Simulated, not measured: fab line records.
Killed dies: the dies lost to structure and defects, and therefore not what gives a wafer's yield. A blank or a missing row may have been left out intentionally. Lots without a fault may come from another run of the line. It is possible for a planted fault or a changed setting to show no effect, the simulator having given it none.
fab line records / flow sky130
[record] lots = 12 wafers = 36 last-day = 50
route steps=708 shown METAL3@534 VIA4@641 METAL5@667 PAD_OPEN@708
lots untouched by any fault: they come from a run of this same line in which no faults occurred
start-h: hours from the record's first day to the start of the lot's first wafer shown / wait-h: hours elapsed since this lot's preceding step / " repeats the value in the row above / L1.1+2: several wafers, shown together as one row / - no value present, or no start provided / * or withheld: withheld / < > ~ a bound
route shown NAME@n: names a module that has steps shown in the file, with the first one's number in the route / usual: mean and standard deviation over wafers with no fault / same: alike in all rows / chamber/n: place in a boat / sites: the reading at each site / _std_site: how widely they spread, as a standard deviation / _edge_site: the outer-site mean with the inner-site mean subtracted / radius-mm: how far each site lies from the wafer's centre / mask NAME#n: copy n / behind: tool/chamber where the wafer was last shaped / hold: what put the lot on hold/how long, in hours/how the hold closed / device: the transistor (n, p or np) that didn't switch / end of line: tests run on the same wafers once the route is complete / for a step that has no rows: nothing shown but its recipe / killed: the dies lost at the first sort to structure and to defects; this is not the yield of the wafer / map: dies across one wafer; x = killed, . = not, _ = none there
set.NAME: setting as actually run; set.NAME@STEP: the setting as run at that earlier step / model.NAME: the simulator's own value behind a step, which no gauge read
steps of the route over a sample of lots; a table a step, a row a wafer
services: the hour from which a tool's chamber was out of use, counted from the record's first day as start-h (under 0 if before that day), plus the number of hours and why
[[steps]]
[step SKY_METAL3_SPUTTER_02]
[recipe] material = AlCu target-thk-nm = 735 power-w = 10600 time-s = 39.1 chamber-pressure-pa = 0.4
[usual] throttle-valve-pct = 30.3/0.96
lot.wafer=L205.2 tool=pvd-sputter-03 chamber=- start-h=843.17 wait-h=0.0 throttle-valve-pct=31.7
lot.wafer=L205.3 tool=pvd-sputter-03 chamber=- start-h=843.17 wait-h=0.0 throttle-valve-pct=31.2
lot.wafer=L205.6 tool=pvd-sputter-03 chamber=- start-h=843.17 wait-h=0.0 throttle-valve-pct=32.0
lot.wafer=L204.1 tool=pvd-sputter-04 chamber=- start-h=843.68 wait-h=0.0 throttle-valve-pct=30.0
lot.wafer=L204.5 tool=pvd-sputter-04 chamber=- start-h=843.68 wait-h=0.0 throttle-valve-pct=30.2
lot.wafer=L204.6 tool=pvd-sputter-04 chamber=- start-h=843.68 wait-h=0.0 throttle-valve-pct=29.1
lot.wafer=L206.1 tool=pvd-sputter-03 chamber=- start-h=883.93 wait-h=0.0 throttle-valve-pct=31.6
lot.wafer=L206.4 tool=pvd-sputter-03 chamber=- start-h=883.93 wait-h=0.0 throttle-valve-pct=30.0
lot.wafer=L206.5 tool=pvd-sputter-03 chamber=- start-h=883.93 wait-h=0.0 throttle-valve-pct=31.4
lot.wafer=L207.1 tool=pvd-sputter-04 chamber=- start-h=884.61 wait-h=0.0 throttle-valve-pct=30.5
lot.wafer=L207.2 tool=pvd-sputter-04 chamber=- start-h=884.61 wait-h=0.0 throttle-valve-pct=29.8
lot.wafer=L207.4 tool=pvd-sputter-04 chamber=- start-h=884.61 wait-h=0.0 throttle-valve-pct=28.7
lot.wafer=L208.1 tool=pvd-sputter-02 chamber=- start-h=962.08 wait-h=0.0 throttle-valve-pct=30.8
lot.wafer=L208.2 tool=pvd-sputter-02 chamber=- start-h=962.08 wait-h=0.0 throttle-valve-pct=29.9
lot.wafer=L208.4 tool=pvd-sputter-02 chamber=- start-h=962.08 wait-h=0.0 throttle-valve-pct=30.9
lot.wafer=L210.2 tool=pvd-sputter-04 chamber=- start-h=963.31 wait-h=0.0 throttle-valve-pct=30.5
lot.wafer=L210.3 tool=pvd-sputter-04 chamber=- start-h=963.31 wait-h=0.0 throttle-valve-pct=28.8
lot.wafer=L210.4 tool=pvd-sputter-04 chamber=- start-h=963.31 wait-h=0.0 throttle-valve-pct=30.1
lot.wafer=L216.1 tool=pvd-sputter-04 chamber=- start-h=967.90 wait-h=0.0 throttle-valve-pct=30.0
lot.wafer=L216.3 tool=pvd-sputter-04 chamber=- start-h=967.90 wait-h=0.0 throttle-valve-pct=29.7
lot.wafer=L216.4 tool=pvd-sputter-04 chamber=- start-h=967.90 wait-h=0.0 throttle-valve-pct=29.1
lot.wafer=L217.1 tool=pvd-sputter-04 chamber=- start-h=970.15 wait-h=0.0 throttle-valve-pct=28.8
lot.wafer=L217.3 tool=pvd-sputter-04 chamber=- start-h=970.15 wait-h=0.0 throttle-valve-pct=30.0
lot.wafer=L217.4 tool=pvd-sputter-04 chamber=- start-h=970.15 wait-h=0.0 throttle-valve-pct=30.0
lot.wafer=L219.1 tool=pvd-sputter-03 chamber=- start-h=971.53 wait-h=0.0 throttle-valve-pct=31.5
lot.wafer=L219.2 tool=pvd-sputter-03 chamber=- start-h=971.53 wait-h=0.0 throttle-valve-pct=29.9
lot.wafer=L219.5 tool=pvd-sputter-03 chamber=- start-h=971.53 wait-h=0.0 throttle-valve-pct=31.5
lot.wafer=L221.1 tool=pvd-sputter-03 chamber=- start-h=972.46 wait-h=0.0 throttle-valve-pct=31.5
lot.wafer=L221.2 tool=pvd-sputter-03 chamber=- start-h=972.46 wait-h=0.0 throttle-valve-pct=31.4
lot.wafer=L221.4 tool=pvd-sputter-03 chamber=- start-h=972.46 wait-h=0.0 throttle-valve-pct=29.9
lot.wafer=L225.1 tool=pvd-sputter-02 chamber=- start-h=985.97 wait-h=0.0 throttle-valve-pct=29.1
lot.wafer=L225.4 tool=pvd-sputter-02 chamber=- start-h=985.97 wait-h=0.0 throttle-valve-pct=29.7
lot.wafer=L225.5 tool=pvd-sputter-02 chamber=- start-h=985.97 wait-h=0.0 throttle-valve-pct=29.1
lot.wafer=L226.2 tool=pvd-sputter-03 chamber=- start-h=992.98 wait-h=0.0 throttle-valve-pct=31.9
lot.wafer=L226.4 tool=pvd-sputter-03 chamber=- start-h=992.98 wait-h=0.0 throttle-valve-pct=29.9
lot.wafer=L226.5 tool=pvd-sputter-03 chamber=- start-h=992.98 wait-h=0.0 throttle-valve-pct=31.5
[step SKY_VIA4_CMP_02]
[recipe] material = SiO2 down-force-psi = 4 platen-rpm = 60 pad-velocity-m-s = 0.94248
[usual] edge-zone-pressure-frac = 1.000/0.0046 motor-current-A = 12.2/1.3
lot.wafer=L205.3 tool=cmp-02 chamber=2 start-h=971.91 wait-h=0.1 edge-zone-pressure-frac=1.012 motor-current-A=11.5
lot.wafer=L205.2 tool=cmp-02 chamber=3 start-h=971.91 wait-h=0.1 edge-zone-pressure-frac=0.994 motor-current-A=12.3
lot.wafer=L205.6 tool=cmp-02 chamber=1 start-h=971.91 wait-h=0.1 edge-zone-pressure-frac=1.001 motor-current-A=10.9
lot.wafer=L204.1 tool=cmp-01 chamber=3 start-h=974.07 wait-h=0.1 edge-zone-pressure-frac=1.003 motor-current-A=11.5
lot.wafer=L204.6 tool=cmp-01 chamber=3 start-h=974.07 wait-h=0.1 edge-zone-pressure-frac=0.994 motor-current-A=12.2
lot.wafer=L204.5 tool=cmp-01 chamber=0 start-h=974.07 wait-h=0.1 edge-zone-pressure-frac=1.002 motor-current-A=13.4
lot.wafer=L206.1 tool=cmp-01 chamber=2 start-h=1008.76 wait-h=0.1 edge-zone-pressure-frac=0.997 motor-current-A=15.0
lot.wafer=L206.4 tool=cmp-01 chamber=0 start-h=1008.76 wait-h=0.1 edge-zone-pressure-frac=1.000 motor-current-A=13.4
lot.wafer=L206.5 tool=cmp-01 chamber=2 start-h=1008.76 wait-h=0.1 edge-zone-pressure-frac=0.999 motor-current-A=14.1
lot.wafer=L207.2 tool=cmp-01 chamber=1 start-h=1012.10 wait-h=0.3 edge-zone-pressure-frac=1.003 motor-current-A=11.1
lot.wafer=L207.4 tool=cmp-01 chamber=2 start-h=1012.10 wait-h=0.3 edge-zone-pressure-frac=0.997 motor-current-A=14.2
lot.wafer=L207.1 tool=cmp-01 chamber=3 start-h=1012.10 wait-h=0.3 edge-zone-pressure-frac=0.995 motor-current-A=11.4
lot.wafer=L208.2 tool=cmp-02 chamber=3 start-h=1079.16 wait-h=0.0 edge-zone-pressure-frac=1.003 motor-current-A=13.1
lot.wafer=L208.1 tool=cmp-02 chamber=0 start-h=1079.16 wait-h=0.0 edge-zone-pressure-frac=1.004 motor-current-A=10.8
lot.wafer=L208.4 tool=cmp-02 chamber=2 start-h=1079.16 wait-h=0.0 edge-zone-pressure-frac=0.997 motor-current-A=11.7
lot.wafer=L210.4 tool=cmp-01 chamber=3 start-h=1080.61 wait-h=0.0 edge-zone-pressure-frac=0.998 motor-current-A=12.2
lot.wafer=L210.3 tool=cmp-01 chamber=1 start-h=1080.61 wait-h=0.0 edge-zone-pressure-frac=0.998 motor-current-A=10.7
lot.wafer=L210.2 tool=cmp-01 chamber=2 start-h=1080.61 wait-h=0.0 edge-zone-pressure-frac=1.002 motor-current-A=14.1
lot.wafer=L216.1 tool=cmp-01 chamber=3 start-h=1084.54 wait-h=0.2 edge-zone-pressure-frac=0.995 motor-current-A=12.3
lot.wafer=L216.3 tool=cmp-01 chamber=1 start-h=1084.54 wait-h=0.2 edge-zone-pressure-frac=1.006 motor-current-A=10.8
lot.wafer=L216.4 tool=cmp-01 chamber=2 start-h=1084.54 wait-h=0.2 edge-zone-pressure-frac=0.999 motor-current-A=14.1
lot.wafer=L217.4 tool=cmp-01 chamber=3 start-h=1087.17 wait-h=0.3 edge-zone-pressure-frac=1.003 motor-current-A=11.9
lot.wafer=L217.1 tool=cmp-01 chamber=0 start-h=1087.17 wait-h=0.3 edge-zone-pressure-frac=1.003 motor-current-A=13.5
lot.wafer=L217.3 tool=cmp-01 chamber=1 start-h=1087.17 wait-h=0.3 edge-zone-pressure-frac=0.992 motor-current-A=10.7
lot.wafer=L221.4 tool=cmp-02 chamber=2 start-h=1088.96 wait-h=0.0 edge-zone-pressure-frac=0.995 motor-current-A=12.2
lot.wafer=L221.2 tool=cmp-02 chamber=3 start-h=1088.96 wait-h=0.0 edge-zone-pressure-frac=0.988 motor-current-A=12.6
lot.wafer=L221.1 tool=cmp-02 chamber=1 start-h=1088.96 wait-h=0.0 edge-zone-pressure-frac=0.994 motor-current-A=10.8
lot.wafer=L219.1 tool=cmp-02 chamber=2 start-h=1090.13 wait-h=0.1 edge-zone-pressure-frac=1.005 motor-current-A=12.0
lot.wafer=L219.2 tool=cmp-02 chamber=1 start-h=1090.13 wait-h=0.1 edge-zone-pressure-frac=1.002 motor-current-A=11.1
lot.wafer=L219.5 tool=cmp-02 chamber=2 start-h=1090.13 wait-h=0.1 edge-zone-pressure-frac=1.002 motor-current-A=12.0
lot.wafer=L225.1 tool=cmp-02 chamber=3 start-h=1099.42 wait-h=0.1 edge-zone-pressure-frac=0.993 motor-current-A=12.7
lot.wafer=L225.4 tool=cmp-02 chamber=2 start-h=1099.42 wait-h=0.1 edge-zone-pressure-frac=0.996 motor-current-A=11.7
lot.wafer=L225.5 tool=cmp-02 chamber=3 start-h=1099.42 wait-h=0.1 edge-zone-pressure-frac=0.994 motor-current-A=11.8
lot.wafer=L226.2 tool=cmp-01 chamber=0 start-h=1107.39 wait-h=0.1 edge-zone-pressure-frac=0.995 motor-current-A=13.3
lot.wafer=L226.4 tool=cmp-01 chamber=1 start-h=1107.39 wait-h=0.1 edge-zone-pressure-frac=1.005 motor-current-A=10.7
lot.wafer=L226.5 tool=cmp-01 chamber=0 start-h=1107.39 wait-h=0.1 edge-zone-pressure-frac=0.996 motor-current-A=13.7
[step SKY_METAL5_THK_MEAS_06]
[recipe] thk-meas-gauge = xrf reads = AlCu_of_METAL5_SPUTTER_02
[usual] METAL5_ALCU_THK = 1114/18
lot.wafer=L205.2 tool=film-metro-04 chamber=- start-h=995.96 wait-h=0.1 METAL5_ALCU_THK[nm]=1143
lot.wafer=L205.3 tool=film-metro-04 chamber=- start-h=995.96 wait-h=0.1 METAL5_ALCU_THK[nm]=1130
lot.wafer=L205.6 tool=film-metro-04 chamber=- start-h=995.96 wait-h=0.1 METAL5_ALCU_THK[nm]=1133
lot.wafer=L204.1 tool=film-metro-01 chamber=- start-h=998.41 wait-h=0.1 METAL5_ALCU_THK[nm]=1130
lot.wafer=L204.5 tool=film-metro-01 chamber=- start-h=998.41 wait-h=0.1 METAL5_ALCU_THK[nm]=1116
lot.wafer=L204.6 tool=film-metro-01 chamber=- start-h=998.41 wait-h=0.1 METAL5_ALCU_THK[nm]=1119
lot.wafer=L206.1 tool=film-metro-01 chamber=- start-h=1033.00 wait-h=0.1 METAL5_ALCU_THK[nm]=1103
lot.wafer=L206.4 tool=film-metro-01 chamber=- start-h=1033.00 wait-h=0.1 METAL5_ALCU_THK[nm]=1109
lot.wafer=L206.5 tool=film-metro-01 chamber=- start-h=1033.00 wait-h=0.1 METAL5_ALCU_THK[nm]=1109
lot.wafer=L207.1 tool=film-metro-04 chamber=- start-h=1037.27 wait-h=0.1 METAL5_ALCU_THK[nm]=1090
lot.wafer=L207.2 tool=film-metro-04 chamber=- start-h=1037.27 wait-h=0.1 METAL5_ALCU_THK[nm]=1093
lot.wafer=L207.4 tool=film-metro-04 chamber=- start-h=1037.27 wait-h=0.1 METAL5_ALCU_THK[nm]=1087
lot.wafer=L208.1 tool=film-metro-01 chamber=- start-h=1101.27 wait-h=0.1 METAL5_ALCU_THK[nm]=1116
lot.wafer=L208.2 tool=film-metro-01 chamber=- start-h=1101.27 wait-h=0.1 METAL5_ALCU_THK[nm]=1134
lot.wafer=L208.4 tool=film-metro-01 chamber=- start-h=1101.27 wait-h=0.1 METAL5_ALCU_THK[nm]=1103
lot.wafer=L210.2 tool=film-metro-03 chamber=- start-h=1102.44 wait-h=0.1 METAL5_ALCU_THK[nm]=1090
lot.wafer=L210.3 tool=film-metro-03 chamber=- start-h=1102.44 wait-h=0.1 METAL5_ALCU_THK[nm]=1116
lot.wafer=L210.4 tool=film-metro-03 chamber=- start-h=1102.44 wait-h=0.1 METAL5_ALCU_THK[nm]=1097
lot.wafer=L216.1 tool=film-metro-03 chamber=- start-h=1106.52 wait-h=0.1 METAL5_ALCU_THK[nm]=1121
lot.wafer=L216.3 tool=film-metro-03 chamber=- start-h=1106.52 wait-h=0.1 METAL5_ALCU_THK[nm]=1132
lot.wafer=L216.4 tool=film-metro-03 chamber=- start-h=1106.52 wait-h=0.1 METAL5_ALCU_THK[nm]=1117
lot.wafer=L217.1 tool=film-metro-01 chamber=- start-h=1109.56 wait-h=0.1 METAL5_ALCU_THK[nm]=1129
lot.wafer=L217.3 tool=film-metro-01 chamber=- start-h=1109.56 wait-h=0.1 METAL5_ALCU_THK[nm]=1120
lot.wafer=L217.4 tool=film-metro-01 chamber=- start-h=1109.56 wait-h=0.1 METAL5_ALCU_THK[nm]=1120
lot.wafer=L221.1 tool=film-metro-04 chamber=- start-h=1110.99 wait-h=0.1 METAL5_ALCU_THK[nm]=1122
lot.wafer=L221.2 tool=film-metro-04 chamber=- start-h=1110.99 wait-h=0.1 METAL5_ALCU_THK[nm]=1121
lot.wafer=L221.4 tool=film-metro-04 chamber=- start-h=1110.99 wait-h=0.1 METAL5_ALCU_THK[nm]=1117
lot.wafer=L219.1 tool=film-metro-01 chamber=- start-h=1112.45 wait-h=0.1 METAL5_ALCU_THK[nm]=1135
lot.wafer=L219.2 tool=film-metro-01 chamber=- start-h=1112.45 wait-h=0.1 METAL5_ALCU_THK[nm]=1115
lot.wafer=L219.5 tool=film-metro-01 chamber=- start-h=1112.45 wait-h=0.1 METAL5_ALCU_THK[nm]=1143
lot.wafer=L225.1 tool=film-metro-01 chamber=- start-h=1121.59 wait-h=0.1 METAL5_ALCU_THK[nm]=1104
lot.wafer=L225.4 tool=film-metro-01 chamber=- start-h=1121.59 wait-h=0.1 METAL5_ALCU_THK[nm]=1129
lot.wafer=L225.5 tool=film-metro-01 chamber=- start-h=1121.59 wait-h=0.1 METAL5_ALCU_THK[nm]=1102
lot.wafer=L226.2 tool=film-metro-01 chamber=- start-h=1128.55 wait-h=0.1 METAL5_ALCU_THK[nm]=1114
lot.wafer=L226.4 tool=film-metro-01 chamber=- start-h=1128.55 wait-h=0.1 METAL5_ALCU_THK[nm]=1113
lot.wafer=L226.5 tool=film-metro-01 chamber=- start-h=1128.55 wait-h=0.1 METAL5_ALCU_THK[nm]=1101
[step SKY_METAL5_DESCUM_14]
[recipe] chemistry = O2 source-power-w = 150 bias-power-w = 0 pressure-mtorr = 10 temp-c = 40 time-s = 11
[usual] drypump-motor-current-A = 5.6/0.54 oes-product-au = 1.003/0.014
lot.wafer=L205.2 tool=rie-metal-02 chamber=1 start-h=1018.86 wait-h=0.1 drypump-motor-current-A=5.3 oes-product-au=1.019 rf-hours-counter-h=12
lot.wafer=L205.3 tool=rie-metal-02 chamber=0 start-h=1018.86 wait-h=0.1 drypump-motor-current-A=6.5 oes-product-au=1.000 rf-hours-counter-h=-
lot.wafer=L205.6 tool=rie-metal-02 chamber=1 start-h=1018.86 wait-h=0.1 drypump-motor-current-A=5.3 oes-product-au=1.026 rf-hours-counter-h=-
lot.wafer=L204.1 tool=rie-metal-01 chamber=1 start-h=1020.49 wait-h=0.1 drypump-motor-current-A=5.1 oes-product-au=0.990 rf-hours-counter-h=9
lot.wafer=L204.5 tool=rie-metal-01 chamber=0 start-h=1020.49 wait-h=0.1 drypump-motor-current-A=6.2 oes-product-au=1.008 rf-hours-counter-h=-
lot.wafer=L204.6 tool=rie-metal-01 chamber=1 start-h=1020.49 wait-h=0.1 drypump-motor-current-A=5.1 oes-product-au=1.001 rf-hours-counter-h=-
lot.wafer=L206.1 tool=rie-metal-04 chamber=0 start-h=1054.05 wait-h=0.1 drypump-motor-current-A=5.8 oes-product-au=1.013 rf-hours-counter-h=16
lot.wafer=L206.4 tool=rie-metal-04 chamber=1 start-h=1054.05 wait-h=0.1 drypump-motor-current-A=5.2 oes-product-au=0.990 rf-hours-counter-h=-
lot.wafer=L206.5 tool=rie-metal-04 chamber=0 start-h=1054.05 wait-h=0.1 drypump-motor-current-A=5.8 oes-product-au=1.019 rf-hours-counter-h=-
lot.wafer=L207.1 tool=rie-metal-02 chamber=1 start-h=1058.10 wait-h=0.1 drypump-motor-current-A=5.3 oes-product-au=1.014 rf-hours-counter-h=13
lot.wafer=L207.2 tool=rie-metal-02 chamber=0 start-h=1058.10 wait-h=0.1 drypump-motor-current-A=6.5 oes-product-au=1.006 rf-hours-counter-h=16
lot.wafer=L207.4 tool=rie-metal-02 chamber=0 start-h=1058.10 wait-h=0.1 drypump-motor-current-A=6.5 oes-product-au=1.005 rf-hours-counter-h=-
lot.wafer=L208.1 tool=rie-metal-01 chamber=1 start-h=1121.16 wait-h=0.1 drypump-motor-current-A=5.1 oes-product-au=0.982 rf-hours-counter-h=15
lot.wafer=L208.2 tool=rie-metal-01 chamber=1 start-h=1121.16 wait-h=0.1 drypump-motor-current-A=5.0 oes-product-au=0.988 rf-hours-counter-h=-
lot.wafer=L208.4 tool=rie-metal-01 chamber=1 start-h=1121.16 wait-h=0.1 drypump-motor-current-A=5.1 oes-product-au=0.992 rf-hours-counter-h=-
lot.wafer=L210.2 tool=rie-metal-02 chamber=0 start-h=1122.16 wait-h=0.1 drypump-motor-current-A=6.5 oes-product-au=1.008 rf-hours-counter-h=21
lot.wafer=L210.3 tool=rie-metal-02 chamber=1 start-h=1122.16 wait-h=0.1 drypump-motor-current-A=5.3 oes-product-au=1.028 rf-hours-counter-h=-
lot.wafer=L210.4 tool=rie-metal-02 chamber=0 start-h=1122.16 wait-h=0.1 drypump-motor-current-A=6.5 oes-product-au=0.998 rf-hours-counter-h=-
lot.wafer=L216.1 tool=rie-metal-02 chamber=1 start-h=1126.41 wait-h=0.1 drypump-motor-current-A=5.3 oes-product-au=1.020 rf-hours-counter-h=20
lot.wafer=L216.3 tool=rie-metal-02 chamber=1 start-h=1126.41 wait-h=0.1 drypump-motor-current-A=5.3 oes-product-au=1.023 rf-hours-counter-h=-
lot.wafer=L216.4 tool=rie-metal-02 chamber=0 start-h=1126.41 wait-h=0.1 drypump-motor-current-A=6.5 oes-product-au=0.994 rf-hours-counter-h=-
lot.wafer=L217.1 tool=rie-metal-02 chamber=1 start-h=1129.81 wait-h=0.1 drypump-motor-current-A=5.3 oes-product-au=1.027 rf-hours-counter-h=20
lot.wafer=L217.3 tool=rie-metal-02 chamber=1 start-h=1129.81 wait-h=0.1 drypump-motor-current-A=5.3 oes-product-au=1.025 rf-hours-counter-h=-
lot.wafer=L217.4 tool=rie-metal-02 chamber=0 start-h=1129.81 wait-h=0.1 drypump-motor-current-A=6.5 oes-product-au=0.995 rf-hours-counter-h=-
lot.wafer=L221.1 tool=rie-metal-04 chamber=0 start-h=1130.80 wait-h=0.1 drypump-motor-current-A=5.8 oes-product-au=1.009 rf-hours-counter-h=23
lot.wafer=L221.2 tool=rie-metal-04 chamber=1 start-h=1130.80 wait-h=0.1 drypump-motor-current-A=5.2 oes-product-au=1.006 rf-hours-counter-h=24
lot.wafer=L221.4 tool=rie-metal-04 chamber=1 start-h=1130.80 wait-h=0.1 drypump-motor-current-A=5.2 oes-product-au=1.002 rf-hours-counter-h=-
lot.wafer=L219.1 tool=rie-metal-04 chamber=0 start-h=1132.22 wait-h=0.2 drypump-motor-current-A=5.8 oes-product-au=0.994 rf-hours-counter-h=23
lot.wafer=L219.2 tool=rie-metal-04 chamber=1 start-h=1132.22 wait-h=0.2 drypump-motor-current-A=5.2 oes-product-au=1.000 rf-hours-counter-h=24
lot.wafer=L219.5 tool=rie-metal-04 chamber=1 start-h=1132.22 wait-h=0.2 drypump-motor-current-A=5.2 oes-product-au=0.997 rf-hours-counter-h=-
lot.wafer=L225.1 tool=rie-metal-02 chamber=1 start-h=1140.91 wait-h=0.1 drypump-motor-current-A=5.3 oes-product-au=1.038 rf-hours-counter-h=22
lot.wafer=L225.4 tool=rie-metal-02 chamber=1 start-h=1140.91 wait-h=0.1 drypump-motor-current-A=5.3 oes-product-au=1.027 rf-hours-counter-h=-
lot.wafer=L225.5 tool=rie-metal-02 chamber=0 start-h=1140.91 wait-h=0.1 drypump-motor-current-A=6.5 oes-product-au=1.001 rf-hours-counter-h=-
lot.wafer=L226.2 tool=rie-metal-04 chamber=1 start-h=1148.96 wait-h=0.1 drypump-motor-current-A=5.2 oes-product-au=0.999 rf-hours-counter-h=26
lot.wafer=L226.4 tool=rie-metal-04 chamber=1 start-h=1148.96 wait-h=0.1 drypump-motor-current-A=5.2 oes-product-au=0.988 rf-hours-counter-h=-
lot.wafer=L226.5 tool=rie-metal-04 chamber=1 start-h=1148.96 wait-h=0.1 drypump-motor-current-A=5.2 oes-product-au=0.982 rf-hours-counter-h=-
[step SKY_PAD_OPEN_PROBE_99]
[usual] defect-limited-yield = 82.8/2 killed_at_M0_to_M3 = 42/7.3 killed_at_M4_up = 3.4/2 killed-at-contacts = 24/5.8 killed-at-front-end = 15/4.6 killed-at-other = 0.3/0.62 killed-dies = 84/9.8 killed-open = 47/6.9 killed-short = 38/6.3 sort_bin_3_pad_short = 0.8/0.38 sort_bin_5_function = 10.2/1.5 sort_bin_6_memory = 6.2/1.1 sort-n-pass = 408/9.8 sort-yield-pct = 82.8/2
[same] gross-dies = 492 killed-at-back-side = 0 sort_bin_4_leakage[%] = 0 sort_bin_8_speed[%] = 0
lot.wafer=L216.1 tool=prober-01 chamber=- start-h=1170.37 wait-h=0.1 defect-limited-yield[%]=82.3 killed_at_M0_to_M3=40 killed_at_M4_up=8 killed-at-contacts=25 killed-at-front-end=13 killed-at-other=1 killed-dies=87 killed-open=47 killed-short=40 sort_bin_3_pad_short[%]=0.6 sort_bin_5_function[%]=11.4 sort_bin_6_memory[%]=5.7 sort-n-pass=405 sort-yield-pct[%]=82.3
lot.wafer=L216.3 tool=prober-01 chamber=- start-h=1170.47 wait-h=0.2 defect-limited-yield[%]=78.0 killed_at_M0_to_M3=68 killed_at_M4_up=2 killed-at-contacts=25 killed-at-front-end=13 killed-at-other=0 killed-dies=108 killed-open=45 killed-short=26 sort_bin_3_pad_short[%]=1.8 sort_bin_5_function[%]=14.2 sort_bin_6_memory[%]=5.9 sort-n-pass=384 sort-yield-pct[%]=78.0
lot.wafer=L216.4 tool=prober-01 chamber=- start-h=1170.52 wait-h=0.2 defect-limited-yield[%]=84.3 killed_at_M0_to_M3=32 killed_at_M4_up=2 killed-at-contacts=34 killed-at-front-end=9 killed-at-other=0 killed-dies=77 killed-open=49 killed-short=28 sort_bin_3_pad_short[%]=0.6 sort_bin_5_function[%]=10.6 sort_bin_6_memory[%]=4.5 sort-n-pass=415 sort-yield-pct[%]=84.3
lot.wafer=L217.1 tool=prober-02 chamber=- start-h=1172.95 wait-h=0.1 defect-limited-yield[%]=85.2 killed_at_M0_to_M3=44 killed_at_M4_up=4 killed-at-contacts=17 killed-at-front-end=8 killed-at-other=0 killed-dies=73 killed-open=39 killed-short=34 sort_bin_3_pad_short[%]=1.2 sort_bin_5_function[%]=7.9 sort_bin_6_memory[%]=5.7 sort-n-pass=419 sort-yield-pct[%]=85.2
lot.wafer=L217.3 tool=prober-02 chamber=- start-h=1173.05 wait-h=0.2 defect-limited-yield[%]=75.6 killed_at_M0_to_M3=78 killed_at_M4_up=4 killed-at-contacts=19 killed-at-front-end=19 killed-at-other=0 killed-dies=120 killed-open=50 killed-short=30 sort_bin_3_pad_short[%]=2.2 sort_bin_5_function[%]=17.5 sort_bin_6_memory[%]=4.7 sort-n-pass=372 sort-yield-pct[%]=75.6
lot.wafer=L217.4 tool=prober-02 chamber=- start-h=1173.10 wait-h=0.2 defect-limited-yield[%]=80.5 killed_at_M0_to_M3=52 killed_at_M4_up=2 killed-at-contacts=29 killed-at-front-end=13 killed-at-other=0 killed-dies=96 killed-open=52 killed-short=44 sort_bin_3_pad_short[%]=0.4 sort_bin_5_function[%]=12.0 sort_bin_6_memory[%]=7.1 sort-n-pass=396 sort-yield-pct[%]=80.5
// killed by level:class
L216.1 VIA1:geometric-particle:open=11 LOCAL_INTERCONNECT:geometric-particle:short=7 CONTACT:geometric-particle:open=7 CONTACT:geometric-particle:short=6 FIELD_ISO:geometric-particle:open=4 POLY_GATE:geometric-particle:open=4 VIA1:geometric-particle:short=4 VIA2:geometric-particle:open=4
L216.3 METAL3:unspecified=37 VIA2:geometric-particle:open=11 CONTACT:geometric-particle:open=9 CONTACT:geometric-particle:short=6 VIA1:geometric-particle:open=6 LI_CONTACT:geometric-particle:open=5 POLY_GATE:geometric-particle:open=4 FIELD_ISO:geometric-particle:open=3
L216.4 LI_CONTACT:geometric-particle:open=14 VIA1:geometric-particle:open=14 CONTACT:geometric-particle:short=7 CONTACT:geometric-particle:open=5 METAL3:geometric-particle:short=4 SPACER:geometric-particle:short=3 LI_CONTACT:geometric-particle:short=3 LOCAL_INTERCONNECT:geometric-particle:open=3
L217.1 VIA1:geometric-particle:open=8 CONTACT:geometric-particle:open=7 METAL2:geometric-particle:short=5 VIA2:geometric-particle:open=5 VIA3:geometric-particle:open=5 LI_CONTACT:geometric-particle:open=4 VIA1:geometric-particle:short=4 VIA2:geometric-particle:short=4
L217.3 METAL3:unspecified=40 VIA1:geometric-particle:open=10 CONTACT:geometric-particle:open=8 FIELD_ISO:geometric-particle:open=7 POLY_GATE:geometric-particle:open=5 METAL2:geometric-particle:short=5 VIA3:geometric-particle:open=5 METAL1:geometric-particle:short=4
L217.4 CONTACT:geometric-particle:open=10 VIA3:geometric-particle:open=9 LI_CONTACT:geometric-particle:open=8 VIA1:geometric-particle:open=7 VIA2:geometric-particle:open=7 METAL1:geometric-particle:short=7 VIA1:geometric-particle:short=6 METAL2:geometric-particle:short=6
[[services]]
tool=pvd-sputter-02 chamber=- start-h=829.06 hours=0.9 kind=repair
tool=cmp-01 chamber=- start-h=831.85 hours=10.3 kind=pm
tool=rie-metal-01 chamber=0 start-h=834.26 hours=3.8 kind=repair
tool=rie-metal-02 chamber=0 start-h=842.74 hours=2.6 kind=repair
tool=rie-metal-02 chamber=- start-h=844.66 hours=14.6 kind=pm
tool=pvd-sputter-03 chamber=- start-h=846.38 hours=2.2 kind=repair
tool=cmp-02 chamber=- start-h=847.73 hours=0.8 kind=repair
tool=rie-metal-02 chamber=0 start-h=866.58 hours=8.9 kind=repair
tool=rie-metal-04 chamber=1 start-h=870.82 hours=19.7 kind=repair
tool=cmp-01 chamber=- start-h=912.01 hours=4.0 kind=pm
tool=rie-metal-01 chamber=- start-h=940.63 hours=2.8 kind=pm
tool=pvd-sputter-03 chamber=- start-h=946.46 hours=7.9 kind=repair
tool=cmp-01 chamber=- start-h=971.82 hours=1.0 kind=repair
tool=cmp-01 chamber=- start-h=975.98 hours=3.0 kind=repair
tool=pvd-sputter-03 chamber=- start-h=995.95 hours=31.0 kind=repair
tool=cmp-02 chamber=- start-h=1008.72 hours=4.3 kind=pm
tool=pvd-sputter-04 chamber=- start-h=1020.20 hours=3.7 kind=repair
tool=cmp-01 chamber=- start-h=1050.40 hours=1.1 kind=repair
tool=cmp-01 chamber=- start-h=1062.40 hours=1.6 kind=repair
tool=cmp-01 chamber=- start-h=1063.49 hours=0.7 kind=repair
tool=cmp-02 chamber=- start-h=1070.42 hours=0.4 kind=repair
tool=cmp-02 chamber=- start-h=1084.04 hours=4.0 kind=pm
tool=cmp-01 chamber=- start-h=1093.63 hours=1.4 kind=repair
tool=cmp-01 chamber=- start-h=1133.82 hours=1.1 kind=repair
[[key]]
[first-sign] step = SKY_PAD_OPEN_PROBE_99 reading = killed_at_M0_to_M3 direction = up sigmas = 4.2 usual = 42 struck = 73
[effect] step = SKY_PAD_OPEN_PROBE_99 reading = sort_bin_5_function direction = up sigmas = 3.7 usual = 10.2 struck = 15.9
met-at SKY_METAL3_SPUTTER_02
struck-lots L216,L217
struck-wafers L216.3,L217.3
not-acting-at SKY_VIA4_CMP_02,SKY_METAL5_THK_MEAS_06,SKY_METAL5_DESCUM_14
[fault] kind = chamber-particle-source tool = pvd-sputter-04 chamber = - onset-h = 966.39 steps = SKY_METAL3_SPUTTER_02 rate-per-visit-cm2 = 0.41889 end-h = 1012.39 scope = struck-wafers-only
